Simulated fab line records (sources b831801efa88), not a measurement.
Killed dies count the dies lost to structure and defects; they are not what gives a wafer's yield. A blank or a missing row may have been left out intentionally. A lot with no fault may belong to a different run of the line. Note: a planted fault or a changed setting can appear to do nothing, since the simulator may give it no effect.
Struck lot and sound lot, side by side + flow sky130 + 43 steps out of a route of 708
Sound: wafers L968.1, L968.2, L968.3. Struck: wafers L978.3, L978.6 (left out: L978.5, a lot-mate that was not struck); the cause follows at the end.
Each step with rows lists, per side, the tool, then ch with its chambers, then its first start. Under that, the readings that differ: sound wafers + struck wafers + difference of the means + sigmas: that difference in standard deviations of wafers without a fault.
alike: readings whose means differ by less than 2 such deviations, and words and numbers that are the same on both sides. not compared: withheld readings, readings that some wafer has no value for, bounds like >300 that may hide the same value, and numbers for which the record gives no deviation and whose values overlap.
Wherever a step has rows on one side only, a row that says differs or no value, or a row with sigmas, the two part there. When numbers do not overlap yet have no deviation, they are printed without sigmas and do not part them. Lack of a reading on every wafer of one side parts them only where that side has two or more wafers.

first, 6 steps without rows for these wafers: SKY_METAL3_COAT_07 (resist thk 60 nm); SKY_METAL3_COAT_08 (resist thk 1140 nm); SKY_METAL3_SOFTBAKE_09 (time 90 s); SKY_METAL3_EXPOSE_10 (exposes mask MM3, target cd 300 nm); SKY_METAL3_PEB_11; SKY_METAL3_DEVELOP_12 (develop time 60 s).
SKY_METAL3_CD_MEAS_13: the cd target is 300 nm.
  sound on cdSem-02 at day 39 23:34; struck on cdSem-02 at day 43 02:06
  alike: cdNm
SKY_METAL3_OVL_MEAS_14:
  sound on overlay-01 at day 39 23:41; struck on overlay-02 at day 43 02:11
  alike: METAL3_OVL
SKY_METAL3_DESCUM_15: chemistry O2, time 8 s.
  sound on rieMetal-04 ch 0,1, day 39 23:43; struck on rieMetal-04 ch 0, day 43 02:14
  alike: drypumpMotorCurrentA, oesProductAu
  not compared: rfHoursCounterH
then, 1 step without rows for these wafers: SKY_METAL3_ETCH_16 (etches BARC in N2/H2, stops on SiO2, time 88.2 s, target depth 60 nm).
SKY_METAL3_ETCH_17: etches SiO2 in C4F8/O2/Ar, stops on TiN, time 3.9 s, target depth 15 nm.
  sound on rieDiel-04 ch 0,1,2, day 39 23:51; struck on rieDiel-03 ch 2,3, day 43 02:21
  alike: oesProductAu
  not compared: rfHoursCounterH
then, 1 step without rows for these wafers: SKY_METAL3_METAL_ETCH_18 (etches the open film in Cl2/BCl3, stops on SiO2, target depth 845 nm, time 183.1 s).
SKY_METAL3_STRIP_19: strips in O2/N2.
  sound on plasmaAsher-03 ch 0,1, day 40 00:02; struck on plasmaAsher-03 ch 0, day 43 02:46
  alike: drypumpMotorCurrentA, oesProductAu, stripTimeToEndpointS
  not compared: rfHoursCounterH
then, 4 steps without rows for these wafers: SKY_METAL3_STRIP_20 (strips in post etch residue remover, time 1200 s); SKY_METAL3_CLEAN_21 (cleans in IPA, time 180 s); SKY_METAL3_CLEAN_22 (cleans in O3/DIW); SKY_VIA3_HDPCVD_00 (deposits SiO2, target thk 1635 nm, time 272.5 s).
SKY_VIA3_THK_MEAS_01:
  sound on filmMetro-04 at day 40 00:48; struck on filmMetro-04 at day 43 03:34
| reading              | sound          | struck    | difference | sigmas |
|----------------------|----------------|-----------|------------|--------|
| VIA3_HDPCVD_THK (nm) | 1656 1634 1624 | 1583 1613 | -40        | -2     |
SKY_VIA3_CMP_02: polishes SiO2.
  sound on cmp-01 ch 0,2,3, day 40 00:52; struck on cmp-01 ch 0,3, day 43 03:39
  alike: motorCurrentA, retainingRingPressureFrac
SKY_VIA3_BOW_MEAS_03:
  sound on filmMetro-01 at day 40 01:10; struck on filmMetro-02 at day 43 03:56
  alike: VIA3_BOW
then, 8 steps without rows for these wafers: SKY_VIA3_DEHYDRATE_04 (time 60 s); SKY_VIA3_HMDS_05 (prime time 60 s); SKY_VIA3_COAT_06 (resist thk 60 nm); SKY_VIA3_COAT_07 (resist thk 450 nm); SKY_VIA3_SOFTBAKE_08 (time 90 s); SKY_VIA3_EXPOSE_09 (exposes mask VIM3, target cd 200 nm); SKY_VIA3_PEB_10; SKY_VIA3_DEVELOP_11 (develop time 60 s).
SKY_VIA3_CD_MEAS_12: the cd target is 200 nm.
  sound on cdSem-01 at day 41 01:08; struck on cdSem-02 at day 44 02:17
  alike: cdNm
SKY_VIA3_OVL_MEAS_13:
  sound on overlay-02 at day 41 01:16; struck on overlay-02 at day 44 02:22
  alike: VIA3_OVL
then, 2 steps without rows for these wafers: SKY_VIA3_ETCH_14 (etches BARC in N2/H2, stops on SiO2, time 45.9 s, target depth 60 nm); SKY_VIA3_ETCH_15 (etches SiO2 in C4F8/O2/Ar, stops on TiN, target depth 507 nm, time 78 s).
SKY_VIA3_STRIP_16: strips in O2/N2.
  sound on plasmaAsher-04 ch 0,1, day 41 01:23; struck on plasmaAsher-03 ch 1, day 44 02:32
  alike: drypumpMotorCurrentA, oesProductAu, stripTimeToEndpointS
  not compared: rfHoursCounterH
then, 3 steps without rows for these wafers: SKY_VIA3_STRIP_17 (strips in post etch residue remover, time 1200 s); SKY_VIA3_CLEAN_18 (cleans in IPA, time 180 s); SKY_VIA3_CLEAN_19 (cleans in O3/DIW).
SKY_VIA3_SPUTTER_20: material TiN, target thk 20 nm, time 80 s.
  sound on pvdSputter-01 at day 41 02:02; struck on pvdSputter-03 at day 44 03:13
  alike: throttleValvePct
then, 1 step without rows for these wafers: SKY_VIA3_CVD_21 (deposits W, target thk 390 nm, time 117.31 s).
SKY_VIA3_RS_MEAS_22: a four-point-probe measurement.
  sound on filmMetro-01 at day 41 02:13; struck on filmMetro-02 at day 44 03:31
  alike: VIA3_W_RS
SKY_VIA3_THK_MEAS_23: measures by xrf.
  sound on filmMetro-01 at day 41 02:20; struck on filmMetro-02 at day 44 03:37
  alike: VIA3_W_THK
then, 2 steps without rows for these wafers: SKY_VIA3_CMP_24 (polishes, stops on SiO2, t overpolish 20 s, target thk 0 nm); SKY_METAL4_SPUTTER_00 (material Ti, target thk 15 nm, time 10 s).
-- the record jumps here: 5 days lie between the struck wafers' starts before and after (it left off in module METAL4 and takes up again in module PAD_OPEN, whose first step shown is number 708 of the route) --
SKY_PAD_OPEN_PROBE_99:
  only the struck wafers here have rows in the record (prober-02, day 49 13:53); the sound ones have none

== WHERE THEY PART ==
At SKY_VIA3_THK_MEAS_01 first; at SKY_PAD_OPEN_PROBE_99 last (within this record only).

WHY: what had been put in by the simulator
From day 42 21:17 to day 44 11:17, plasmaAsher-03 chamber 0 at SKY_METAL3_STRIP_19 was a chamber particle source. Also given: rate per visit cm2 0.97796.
